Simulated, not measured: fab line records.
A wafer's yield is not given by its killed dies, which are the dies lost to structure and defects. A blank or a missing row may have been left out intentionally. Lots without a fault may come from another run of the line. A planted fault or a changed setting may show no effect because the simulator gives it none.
fab line records    flow gf180mcu
record lots=5  wafers=15  lastDay=34
route steps=602 shown V5@554 TOP_METAL@567
lots that met no fault: taken from a fault-free run of the same line
startH: start of the lot's first displayed wafer, in hours after the record's first day    waitH: hours from the lot's prior step to this one    " repeats the value in the row above    L1.1+2: a row that stands for several wafers    - no value present, or no start provided    * or withheld: withheld    < > ~ a bound
route shown NAME@n: a module of which the file shows steps, and the number in the route of the first    usual: average and standard deviation across the fault-free wafers    same: alike in all rows    chamber/n: place in a boat    sites: per-site readings    _std_site: the standard deviation of these    _edge_site: mean of outer sites minus mean of inner sites    radiusMm: for every site, how far away it sits from the centre of the wafer    mask NAME#n: copy n    behind: the tool/chamber that last shaped the wafer    hold: why the lot went on hold/how many hours it stayed there/how the hold came to an end    device: transistor that didn't switch, given as n, p or np    end of line: at the end of the route, the tests of the same wafers    step lacking rows: just its recipe    killed: not the wafer's yield, but the dies lost to structure and defects at the first sort    map: shows each die of a wafer: x if killed, . if not, _ if none is there
set.NAME: the setting as run; set.NAME@STEP: as run at that earlier step    model.NAME: the simulator's own value behind a step, which no gauge read
a table for each step, a row for each wafer; lots at some steps of the route
services: the hour from which a tool's chamber was out of use, counted from the record's first day as startH (under 0 if before that day), plus the number of hours and why
## steps
# step GF_V5_CD_MEAS_14
# recipe targetCdNm=260
# usual cdNm=260.1/1.3
lot.wafer  tool      chamber  startH  waitH  cdNm
L077.1     cdSem-02  -        654.17  0.2    262.4
L077.2     "         -        "       "      261.7
L077.3     "         -        "       "      261.7
L086.3     cdSem-02  -        717.39  0.2    259.8
L086.4     "         -        "       "      260.0
L086.6     "         -        "       "      259.2
L089.4     cdSem-02  -        739.26  0.1    261.0
L089.5     "         -        "       "      260.5
L089.6     "         -        "       "      261.2
L092.3     cdSem-02  -        752.59  0.1    259.9
L092.5     "         -        "       "      260.7
L092.6     "         -        "       "      260.4
L097.2     cdSem-02  -        785.01  0.1    259.0
L097.4     "         -        "       "      261.0
L097.5     "         -        "       "      258.1
# step GF_V5_OVL_MEAS_15
# usual V5_OVL=-1/5.7
lot.wafer  tool        chamber  startH  waitH  V5_OVL[nm]
L077.1     overlay-02  -        654.29  0.1    4
L077.2     "           -        "       "      8
L077.3     "           -        "       "      7
L086.3     overlay-02  -        717.48  0.1    -6
L086.4     "           -        "       "      3
L086.6     "           -        "       "      -6
L089.4     overlay-01  -        739.33  0.1    -2
L089.5     "           -        "       "      3
L089.6     "           -        "       "      -7
L092.3     overlay-01  -        752.68  0.1    7
L092.5     "           -        "       "      4
L092.6     "           -        "       "      9
L097.2     overlay-01  -        785.12  0.1    2
L097.4     "           -        "       "      9
L097.5     "           -        "       "      0
# step GF_V5_ETCH_16
# recipe chemistry=N2/H2  targetDepthA=withheld  overetchA=withheld  timeS=withheld  target=BARC  ionEnergyEv=200  sourceW=500  biasW=100  pressureMtorr=30  n2FlowSccm=100  h2FlowSccm=200
# usual chamberPressureMTorr=30.004/0.026  drypumpMotorCurrentA=5.4/0.47  n2FlowSccm=99.99/0.28  oesProductAu=0.856/0.0045  throttleValvePct=13.225/0.0081
lot.wafer  tool        chamber  startH  waitH  chamberPressureMTorr  drypumpMotorCurrentA  n2FlowSccm  oesProductAu  throttleValvePct
L077.1     rieDiel-03  2        654.33  0.0    30.027                5.3                   99.51       0.854         13.221
L077.2     "           0        "       "      29.994                5.3                   100.06      0.855         13.230
L077.3     "           3        "       "      30.021                5.4                   99.94       0.853         13.206
L086.3     rieDiel-02  3        717.51  0.0    30.020                6.4                   100.32      0.853         13.226
L086.4     "           0        "       "      30.031                5.8                   99.67       0.862         13.234
L086.6     "           3        "       "      29.981                6.4                   100.35      0.854         13.231
L089.4     rieDiel-03  1        739.35  0.0    30.027                4.8                   100.08      0.858         13.227
L089.5     "           1        "       "      30.002                4.8                   99.72       0.855         13.226
L089.6     "           0        "       "      30.035                5.3                   100.12      0.855         13.225
L092.3     rieDiel-02  3        752.70  0.0    29.997                6.4                   100.55      0.856         13.222
L092.5     "           1        "       "      29.958                6.1                   99.69       0.860         13.238
L092.6     "           2        "       "      30.035                4.9                   100.32      0.864         13.224
L097.2     rieDiel-01  3        785.15  0.0    30.000                5.8                   99.29       0.854         13.223
L097.4     "           0        "       "      29.959                5.5                   99.52       0.857         13.221
L097.5     "           0        "       "      29.995                5.4                   100.12      0.854         13.227
# step GF_V5_ETCH_17
# recipe chemistry=C4F8/O2/Ar  maskMaterial=KrF  target=SiO2  stopOn=TiN  sourceW=1500  biasW=1200  pressureMtorr=40  c4f8FlowSccm=withheld  O2_flow_sccm=6  Ar_flow_sccm=300  timeS=withheld  targetDepthA=8550
# usual chamberPressureMTorr=40.00/0.036  oesProductAu=0.860/0.0043
lot.wafer  tool        chamber  startH  waitH  chamberPressureMTorr  oesProductAu
L077.1     rieDiel-03  2        -       -      39.97                 0.856
L077.2     "           0        "       "      40.03                 0.863
L077.3     "           3        "       "      39.97                 0.861
L086.3     rieDiel-02  3        -       -      39.96                 0.853
L086.4     "           0        "       "      39.98                 0.862
L086.6     "           3        "       "      40.05                 0.862
L089.4     rieDiel-03  1        -       -      40.00                 0.858
L089.5     "           1        "       "      40.03                 0.862
L089.6     "           0        "       "      40.02                 0.858
L092.3     rieDiel-02  3        -       -      40.05                 0.866
L092.5     "           1        "       "      39.96                 0.862
L092.6     "           2        "       "      39.96                 0.855
L097.2     rieDiel-01  3        -       -      39.97                 0.862
L097.4     "           0        "       "      40.04                 0.867
L097.5     "           0        "       "      40.03                 0.868
# step GF_V5_STRIP_18
# recipe chemistry=O2/N2  powerW=1400  pressureMtorr=1500  platenTempC=250  o2FlowSccm=3000  n2FlowSccm=300  overashFraction=0.5
# usual chamberPressureMTorr=1500.0/1.5  drypumpMotorCurrentA=5.79/0.24  heaterPowerW=307/28  n2FlowSccm=299.9/0.86  oesProductAu=0.569/0.0053
lot.wafer  tool            chamber  startH  waitH  chamberPressureMTorr  drypumpMotorCurrentA  heaterPowerW  n2FlowSccm  oesProductAu  rfHoursCounterH
L077.1     plasmaAsher-02  1        654.48  -      1497.4                5.84                  259           299.3       0.569         61
L077.2     "               0        "       "      1501.6                6.18                  325           299.2       0.572         61
L077.3     "               0        "       "      1502.0                6.17                  338           301.4       0.565         -
L086.3     plasmaAsher-04  1        717.69  -      1500.0                5.37                  290           300.5       0.572         -
L086.4     "               0        "       "      1497.1                5.77                  319           300.4       0.568         -
L086.6     "               1        "       "      1498.2                5.39                  299           299.6       0.579         -
L089.4     plasmaAsher-02  0        739.54  -      1501.3                6.14                  319           297.9       0.576         -
L089.5     "               1        "       "      1500.9                5.85                  255           299.6       0.566         -
L089.6     "               0        "       "      1499.2                6.13                  328           298.6       0.573         -
L092.3     plasmaAsher-04  1        752.89  -      1499.2                5.40                  291           300.0       0.584         -
L092.5     "               0        "       "      1499.7                5.76                  310           299.2       0.569         -
L092.6     "               1        "       "      1498.8                5.40                  301           299.8       0.565         -
L097.2     plasmaAsher-04  1        785.30  -      1499.5                5.40                  297           299.4       0.574         102
L097.4     "               0        "       "      1498.7                5.77                  317           298.6       0.561         -
L097.5     "               1        "       "      1500.0                5.39                  299           298.7       0.575         -
# step GF_V5_STRIP_19
# recipe chemistry=postEtchResidueRemover  timeS=1200  tempC=72.5
lot.wafer   tool         chamber  startH  waitH
L077.1+2+3  wetBench-01  2        654.58  0.1
L086.3+4+6  wetBench-03  3        717.76  0.0
L089.4+5+6  wetBench-02  2        739.61  0.0
L092.3+5+6  wetBench-03  0        752.96  0.0
L097.2+4+5  wetBench-03  3        785.40  0.1
# step GF_V5_CLEAN_20
# recipe chemistry=DIW  dry=n2Spin
lot.wafer   tool         chamber  startH  waitH
L077.1+2+3  wetBench-02  2        654.92  0.0
L086.3+4+6  wetBench-03  1        718.10  0.0
L089.4+5+6  wetBench-03  2        739.95  0.0
L092.3+5+6  wetBench-02  1        753.30  0.0
L097.2+4+5  wetBench-02  3        785.74  0.0
# step GF_V5_SPUTTER_21
# recipe material=Ti  targetThkNm=15  chamberPressurePa=5  powerW=2500  substrateTempC=200  timeS=80.02
# usual substrateTempC=199.98/0.15  throttleValvePct=30.1/0.92
lot.wafer  tool           chamber  startH  waitH  substrateTempC  throttleValvePct
L077.1     pvdSputter-01  -        655.02  0.0    199.91          30.4
L077.2     "              -        "       "      200.17          31.6
L077.3     "              -        "       "      200.05          28.6
L086.3     pvdSputter-01  -        718.19  0.0    200.11          28.2
L086.4     "              -        "       "      200.07          30.3
L086.6     "              -        "       "      199.83          31.5
L089.4     pvdSputter-03  -        740.04  0.0    200.12          29.4
L089.5     "              -        "       "      200.29          29.5
L089.6     "              -        "       "      200.02          30.5
L092.3     pvdSputter-01  -        753.40  0.0    200.08          30.5
L092.5     "              -        "       "      200.02          28.4
L092.6     "              -        "       "      200.08          30.6
L097.2     pvdSputter-01  -        785.83  0.0    200.02          28.5
L097.4     "              -        "       "      199.89          29.5
L097.5     "              -        "       "      199.62          29.6
# step GF_V5_SPUTTER_22
# recipe material=TiN  targetThkNm=10  chamberPressurePa=5  powerW=4000  timeS=40
# usual throttleValvePct=30.1/0.95
lot.wafer  tool           chamber  startH  waitH  throttleValvePct
L077.1     pvdSputter-01  -        655.08  0.0    30.3
L077.2     "              -        "       "      31.3
L077.3     "              -        "       "      28.2
L086.3     pvdSputter-01  -        718.25  0.0    28.2
L086.4     "              -        "       "      30.5
L086.6     "              -        "       "      31.4
L089.4     pvdSputter-03  -        740.10  0.0    29.5
L089.5     "              -        "       "      29.3
L089.6     "              -        "       "      30.4
L092.3     pvdSputter-01  -        753.46  0.0    30.1
L092.5     "              -        "       "      28.4
L092.6     "              -        "       "      30.4
L097.2     pvdSputter-01  -        785.89  0.0    28.1
L097.4     "              -        "       "      29.8
L097.5     "              -        "       "      29.6
# step GF_V5_CVD_23
# recipe material=W  targetThkNm=350  timeS=104.9  tempC=400  pressureTorr=40
# usual heaterPowerW=886/120
lot.wafer  tool     chamber  startH  waitH  heaterPowerW
L077.1     cvdW-01  1        655.12  0.0    763
L077.2     "        0        "       "      955
L077.3     "        0        "       "      918
L086.3     cvdW-01  1        718.33  0.1    768
L086.4     "        0        "       "      954
L086.6     "        0        "       "      984
L089.4     cvdW-02  1        740.18  0.1    1043
L089.5     "        1        "       "      1054
L089.6     "        0        "       "      788
L092.3     cvdW-02  1        753.53  0.1    1035
L092.5     "        0        "       "      770
L092.6     "        1        "       "      1050
L097.2     cvdW-01  0        785.93  0.0    957
L097.4     "        1        "       "      769
L097.5     "        0        "       "      936
# step GF_V5_RS_MEAS_24
# recipe thkMeasGauge=four-point-probe  reads=W_of_V5_CVD_23+TiN_of_V5_SPUTTER_22+Ti_of_V5_SPUTTER_21
# usual V5_W_RS=0.328/0.0035
lot.wafer  tool          chamber  startH  waitH  V5_W_RS[ohm/sq]
L077.1     filmMetro-03  -        655.23  0.1    0.330
L077.2     "             -        "       "      0.330
L077.3     "             -        "       "      0.330
L086.3     filmMetro-04  -        718.44  0.1    0.326
L086.4     "             -        "       "      0.330
L086.6     "             -        "       "      0.326
L089.4     filmMetro-01  -        740.31  0.1    0.336
L089.5     "             -        "       "      0.334
L089.6     "             -        "       "      0.333
L092.3     filmMetro-03  -        753.65  0.1    0.331
L092.5     "             -        "       "      0.322
L092.6     "             -        "       "      0.327
L097.2     filmMetro-03  -        786.07  0.1    0.335
L097.4     "             -        "       "      0.333
L097.5     "             -        "       "      0.332
# step GF_V5_THK_MEAS_25
# recipe thkMeasGauge=xrf  reads=W_of_V5_CVD_23
# usual V5_W_THK=351/5
lot.wafer  tool          chamber  startH  waitH  V5_W_THK[nm]
L077.1     filmMetro-03  -        655.35  0.1    346
L077.2     "             -        "       "      349
L077.3     "             -        "       "      346
L086.3     filmMetro-04  -        718.54  0.1    346
L086.4     "             -        "       "      342
L086.6     "             -        "       "      346
L089.4     filmMetro-01  -        740.40  0.1    345
L089.5     "             -        "       "      349
L089.6     "             -        "       "      350
L092.3     filmMetro-03  -        753.75  0.1    350
L092.5     "             -        "       "      361
L092.6     "             -        "       "      353
L097.2     filmMetro-03  -        786.18  0.1    345
L097.4     "             -        "       "      347
L097.5     "             -        "       "      345
# step GF_V5_CMP_26
# recipe stopOn=SiO2  downForcePsi=3.5  platenRpm=60  tOverpolishS=15  targetThkNm=0  padVelocityMS=0.94248
# usual motorCurrentA=10.3/0.81  overpolishRunS=14.999/0.0086  timeToEndpointS=84/3.5
lot.wafer  tool    chamber  startH  waitH  motorCurrentA  overpolishRunS  timeToEndpointS
L077.1     cmp-02  0        655.41  0.1    11.6           15.003          86
L077.2     "       1        "       "      9.7            14.994          85
L077.3     "       2        "       "      10.0           15.011          82
L086.3     cmp-02  0        718.58  0.0    11.4           14.998          91
L086.4     "       1        "       "      9.3            14.999          83
L086.6     "       1        "       "      10.1           15.013          84
L089.4     cmp-01  2        740.43  0.0    10.2           14.986          88
L089.5     "       2        "       "      9.8            14.985          87
L089.6     "       3        "       "      10.4           15.010          87
L092.3     cmp-01  1        754.07  0.3    10.4           15.007          85
L092.6     "       2        "       "      9.8            14.982          84
L092.5     "       3        "       "      9.9            14.996          86
L097.4     cmp-02  2        786.23  0.0    10.2           14.989          86
L097.2     "       0        "       "      11.5           14.999          89
L097.5     "       3        "       "      10.8           14.998          86
# step GF_TOP_METAL_SPUTTER_00
# recipe material=Ti  targetThkNm=37.5  arrivingIonEnergyEv=80  substrateTempC=200  chamberPressurePa=2  powerW=4000  timeS=150
# usual substrateTempC=200.00/0.19  throttleValvePct=30.4/0.76
lot.wafer  tool           chamber  startH  waitH  substrateTempC  throttleValvePct
L077.1     pvdSputter-04  -        655.71  0.2    199.54          29.5
L077.2     "              -        "       "      200.10          30.1
L077.3     "              -        "       "      199.85          31.5
L086.3     pvdSputter-03  -        718.88  0.2    199.88          31.0
L086.4     "              -        "       "      200.39          30.0
L086.6     "              -        "       "      200.20          31.0
L089.4     pvdSputter-02  -        740.78  0.3    200.08          31.7
L089.5     "              -        "       "      200.34          30.6
L089.6     "              -        "       "      199.88          29.0
L092.3     pvdSputter-04  -        754.22  0.1    200.23          31.0
L092.5     "              -        "       "      199.66          29.6
L092.6     "              -        "       "      199.95          31.0
L097.2     pvdSputter-03  -        786.53  0.1    199.93          30.2
L097.4     "              -        "       "      199.87          29.8
L097.5     "              -        "       "      199.81          29.4
# step GF_TOP_METAL_SPUTTER_01
# recipe material=TiN  targetThkNm=30  powerW=6500  timeS=25  chamberPressurePa=0.4
# usual throttleValvePct=30.4/0.74
lot.wafer  tool           chamber  startH  waitH  throttleValvePct
L077.1     pvdSputter-04  -        655.81  0.1    29.4
L077.2     "              -        "       "      30.0
L077.3     "              -        "       "      31.4
L086.3     pvdSputter-03  -        718.98  0.1    31.0
L086.4     "              -        "       "      30.0
L086.6     "              -        "       "      31.0
L089.4     pvdSputter-02  -        740.85  0.0    31.4
L089.5     "              -        "       "      30.5
L089.6     "              -        "       "      29.2
L092.3     pvdSputter-04  -        754.32  0.1    31.1
L092.5     "              -        "       "      29.3
L092.6     "              -        "       "      31.2
L097.2     pvdSputter-03  -        786.63  0.1    30.5
L097.4     "              -        "       "      29.9
L097.5     "              -        "       "      29.7
# step GF_TOP_METAL_SPUTTER_02
# recipe material=AlCu  targetThkNm=900  powerW=10600  chamberPressurePa=0.3  substrateTempC=250  gas=Ar  timeS=47.82
# usual substrateTempC=250.01/0.18  throttleValvePct=30.4/0.76
lot.wafer  tool           chamber  startH  waitH  substrateTempC  throttleValvePct
L077.1     pvdSputter-04  -        655.84  0.0    249.79          29.5
L077.2     "              -        "       "      250.01          30.2
L077.3     "              -        "       "      250.31          31.7
L086.3     pvdSputter-03  -        719.01  0.0    250.10          30.9
L086.4     "              -        "       "      250.06          29.8
L086.6     "              -        "       "      249.67          30.9
L089.4     pvdSputter-02  -        740.88  0.0    249.80          31.7
L089.5     "              -        "       "      250.07          30.6
L089.6     "              -        "       "      249.92          29.0
L092.3     pvdSputter-04  -        754.35  0.0    250.06          31.0
L092.5     "              -        "       "      249.82          29.4
L092.6     "              -        "       "      250.13          30.8
L097.2     pvdSputter-03  -        786.66  0.0    249.68          30.5
L097.4     "              -        "       "      249.93          30.0
L097.5     "              -        "       "      249.97          29.4
## services
tool            chamber  startH  hours  kind
rieDiel-01      -        645.14  0.7    repair
pvdSputter-03   -        648.71  19.1   repair
plasmaAsher-04  -        653.17  0.5    repair
cmp-02          -        656.63  1.7    repair
rieDiel-02      0        657.22  16.3   repair
plasmaAsher-02  -        663.91  2.8    pm
plasmaAsher-04  -        674.18  2.9    repair
rieDiel-02      3        676.43  1.8    repair
rieDiel-03      0        684.39  13.4   repair
cmp-02          -        706.36  4.4    pm
rieDiel-01      -        713.16  0.1    repair
rieDiel-01      1        718.73  4.1    repair
plasmaAsher-04  -        728.95  8.0    repair
cmp-02          -        735.24  2.7    repair
pvdSputter-04   -        736.32  4.5    repair
cvdW-01         -        742.28  38.9   repair
cmp-02          -        744.15  4.0    pm
cmp-01          -        748.24  4.2    pm
rieDiel-03      2        751.56  7.0    repair
pvdSputter-02   -        754.66  3.4    repair
rieDiel-02      3        755.96  6.0    repair
pvdSputter-01   -        761.53  4.6    repair
rieDiel-02      0        761.96  2.7    repair
cvdW-01         1        770.07  4.2    repair
## key
fault none
